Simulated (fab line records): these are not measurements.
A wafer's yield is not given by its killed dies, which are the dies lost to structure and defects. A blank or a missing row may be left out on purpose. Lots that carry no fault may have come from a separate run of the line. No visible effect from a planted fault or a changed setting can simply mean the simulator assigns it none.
Which tool is to blame? -- flow sky130 -- 12 lots with 36 wafers sampled at 2 steps, on a route of 708 steps

== WHAT THE GAUGES SHOWED, per wafer ==
SKY_METAL3_CD_MEAS_13 targets a cd of 300 nm.
lot,measured,on,cd nm (nm)
L075,day 38 19:29,cd sem-01,301.7 300.6 301.6
L077,day 39 15:05,cd sem-02,300.7 300.6 300.5
L079,day 40 02:59,cd sem-01,302.3 301.9 302.9
L081,day 40 23:13,cd sem-02,301.1 301.2 300.8
L083,day 41 05:53,cd sem-02,299.3 298.5 299.7
L085,day 42 11:19,cd sem-02,297.8 296.8 297.9
L087,day 42 16:13,cd sem-01,299.3 299.4 299.9
L091,day 43 19:46,cd sem-02,303.1 303.2 303.3
L088,day 43 22:23,cd sem-01,300.5 301.8 300.5
L093,day 44 04:20,cd sem-01,300.8 299.5 300.6
L095,day 44 12:55,cd sem-02,300.1 300.0 301.2
L097,day 45 05:36,cd sem-02,302.1 301.7 300.8

== WHICH TOOL RAN EACH LOT (tool, then ch and the chambers of the sampled wafers, then the start) ==
lot,SKY_METAL2_ETCH_18
L075,"rie metal-03 ch 0,1, day 35 10:05"
L077,"rie metal-02 ch 0,1, day 36 06:20"
L079,"rie metal-02 ch 1, day 36 18:47"
L081,"rie metal-02 ch 0,1, day 37 16:53"
L083,"rie metal-03 ch 0,1, day 38 00:11"
L085,"rie metal-03 ch 0,1, day 39 07:18"
L087,"rie metal-02 ch 0,1, day 39 13:26"
L091,"rie metal-03 ch 1, day 40 17:17"
L088,"rie metal-04 ch 0,1, day 40 20:22"
L093,"rie metal-03 ch 0,1, day 41 02:50"
L095,"rie metal-04 ch 0,1, day 41 12:33"
L097,"rie metal-03 ch 0,1, day 42 05:38"
- SKY_METAL2_ETCH_18: etches BARC in N2/H2, stops on SiO2, time 45.9 s, target depth 60 nm.

== THE ANSWER, worked out from the rows above alone ==
Rule: usual is defined by the lots themselves. Put in order of their means at a reading, lots are off if they are a third of the lots or fewer, leave a main group of 4 or more, and stand apart from it by a gap of 3 or more times the standard deviation of the main group's means; of several such gaps the widest counts. Not used: any main group whose means are identical at the precision the tables above print for the reading. A lot without any number at a reading at which 4 lots or more have one is off too. All remaining lots with rows at the step are treated as sound.
No lot is off at any reading shown: from this, nothing can be told.

== WHAT THE SIMULATOR PUT IN ==
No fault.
